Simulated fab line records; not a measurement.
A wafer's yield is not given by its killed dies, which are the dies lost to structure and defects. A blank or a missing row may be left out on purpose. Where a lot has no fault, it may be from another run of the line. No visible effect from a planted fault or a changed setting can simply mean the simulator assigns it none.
Which tool is to blame? -- flow gf180mcu -- 14 lots, 42 wafers sampled, at 4 steps of a route of 602

## WHAT THE GAUGES SHOWED, per wafer
GF_MVSD_OVL_MEAS_07. Usual: MVSD_OVL -0.7 nm, standard deviation 1.4.
lot,measured,on,MVSD_OVL (nm),flag
L214,day 4 16:37,overlay-02,-1.1 -2.5 -2.3,
L215,day 4 21:03,overlay-01,-2.3 -0.7 -3.2,
L216,day 5 05:05,overlay-01,0.8 0.1 0.0,
L217,day 5 13:49,overlay-01,0.6 -0.5 -1.0,
L218,day 5 18:12,overlay-01,0.7 0.9 0.5,
L221,day 6 11:58,overlay-01,-0.5 -0.3 -1.0,
L222,day 6 17:21,overlay-01,-3.4 -2.4 -3.1,
L226,day 7 15:03,overlay-01,-0.2 -0.7 -2.0,
L227,day 7 20:11,overlay-02,-0.5 -0.9 -2.0,
L228,day 8 02:32,overlay-02,0.4 0.2 0.1,
L229,day 8 07:46,overlay-01,-1.9 -0.1 -1.1,
L231,day 8 20:04,overlay-01,-0.8 -1.4 0.2,
L234,day 9 16:33,overlay-02,-2.6 -0.9 -0.3,
L235,day 10 01:34,overlay-01,-2.2 -3.0 -1.7,

GF_VT_IMPLANT_OVL_MEAS_07. Usual: VT_IMPLANT_OVL 0.0 nm, standard deviation 1.2.
lot,measured,on,VT_IMPLANT_OVL (nm),flag
L214,day 5 21:52,overlay-02,-1.2 -1.2 -0.5,
L215,day 6 02:43,overlay-01,-1.6 -0.7 -2.2,
L216,day 6 10:51,overlay-02,0.0 0.5 0.2,
L217,day 6 19:49,overlay-01,-0.5 -2.3 -1.6,
L218,day 7 00:56,overlay-02,1.8 1.1 2.0,
L221,day 7 18:50,overlay-02,-0.2 -0.9 -0.1,
L222,day 8 00:54,overlay-02,-1.2 -1.8 -0.2,
L226,day 9 00:58,overlay-01,1.0 0.7 -0.9,
L227,day 9 06:44,overlay-01,-1.9 0.4 1.0,
L228,day 9 13:07,overlay-02,-0.2 0.0 -0.7,
L229,day 9 19:31,overlay-01,1.5 1.6 2.2,
L231,day 10 07:25,overlay-01,0.4 -1.9 -0.7,
L234,day 11 05:00,overlay-01,0.6 0.4 0.8,
L235,day 11 13:19,overlay-01,-0.2 -0.5 -0.5,

GF_POLY_GATE_THK_MEAS_01. Usual: POLY_GATE_CVD_00_THK 198.3 nm, standard deviation 1.9.
lot,measured,on,POLY_GATE_CVD_00_THK (nm),flag
L214,day 8 19:54,film_metro-03,197.5 199.3 197.7,
L215,day 9 02:55,film_metro-03,198.7 198.1 199.8,
L216,day 9 11:30,film_metro-01,395.3 394.4 395.1,OFF
L217,day 9 19:30,film_metro-03,194.7 194.8 196.5,
L218,day 10 02:05,film_metro-02,400.5 395.9 400.6,OFF
L221,day 11 03:51,film_metro-02,200.5 199.5 200.5,
L222,day 12 00:59,film_metro-03,396.4 397.6 396.7,OFF
L226,day 12 15:46,film_metro-03,198.6 198.1 197.4,
L227,day 12 22:58,film_metro-01,197.1 198.3 198.0,
L228,day 12 22:58,film_metro-02,197.5 196.9 196.7,
L229,day 13 13:10,film_metro-02,200.2 200.1 200.5,
L231,day 13 16:41,film_metro-03,195.4 196.4 197.0,
L234,day 14 15:46,film_metro-02,196.6 200.2 197.7,
L235,day 15 02:44,film_metro-01,198.8 199.0 198.9,

## WHAT TOOL EACH LOT RAN ON (gives the tool, then ch and the chambers of the sampled wafers, and finally the start)
lot,GF_POLY_GATE_CVD_00
L214,"lpcvd-02 ch 1, day 8 18:33"
L215,"lpcvd-01 ch 0, day 9 01:34"
L216,"lpcvd-01 ch 1, day 9 08:12 and lpcvd-02 ch 1, day 9 10:10"
L217,"lpcvd-02 ch 1, day 9 18:10"
L218,"lpcvd-02 ch 0, day 9 23:12"
L221,"lpcvd-02 ch 1, day 11 02:31"
L222,"lpcvd-01 ch 1, day 11 19:05 and lpcvd-02 ch 1, day 11 23:38"
L226,"lpcvd-02 ch 0, day 12 13:46"
L227,"lpcvd-02 ch 0, day 12 20:58"
L228,"lpcvd-02 ch 1, day 12 20:58"
L229,"lpcvd-02 ch 0, day 13 11:49"
L231,"lpcvd-01 ch 1, day 13 15:19"
L234,"lpcvd-02 ch 0, day 14 14:25"
L235,"lpcvd-01 ch 0, day 15 01:23"
- GF_POLY_GATE_CVD_00: deposits poly-Si, target thk 200 nm, time 1200 s.

## AS READ BY THE TOOLS THEMSELVES (means over the sampled wafers that have a number; for cases with no such wafer, the mark the record gives instead)
GF_POLY_GATE_CVD_00. Usual: 620.4 C for spike_tc_centre_C, sd 1.2.
lot,tool,spike_tc_centre_C (C),flag
L214,lpcvd-02,621.9,
L215,lpcvd-01,619.9,
L216,lpcvd-01/lpcvd-02,620.9,
L217,lpcvd-02,621.9,
L218,lpcvd-02,620.8,
L221,lpcvd-02,621.3,
L222,lpcvd-01/lpcvd-02,620.3,
L226,lpcvd-02,619.2,
L227,lpcvd-02,619.5,
L228,lpcvd-02,620.9,
L229,lpcvd-02,619.8,
L231,lpcvd-01,620.4,
L234,lpcvd-02,620.7,
L235,lpcvd-01,621.3,

## THE ANSWER, worked out from the rows above alone
Rule: take the mean of a lot's wafers that have a number; if it is more than 3 standard deviations from the usual mean, the lot is off. A lot without any number at a reading at which 4 lots or more have one is off too. All remaining lots with rows at the step are treated as sound. First the gauges in route order, then the tools' own readings, where a lot's mean is used as printed above. The first step at which some lot is off is used, and at that step the reading that is off furthest; a lot without a number counts as furthest.
Off: at GF_POLY_GATE_THK_MEAS_01 (POLY_GATE_CVD_00_THK), L216, L218, L222.
If a tool, at a process step before that reading, ran all the lots that are off and no sound lot after the first of them, it fits. Gauges at GF_POLY_GATE_THK_MEAS_01: tried the same way as those tools. Of those tried, none fits.

## WHAT THE SIMULATOR HAD PUT IN
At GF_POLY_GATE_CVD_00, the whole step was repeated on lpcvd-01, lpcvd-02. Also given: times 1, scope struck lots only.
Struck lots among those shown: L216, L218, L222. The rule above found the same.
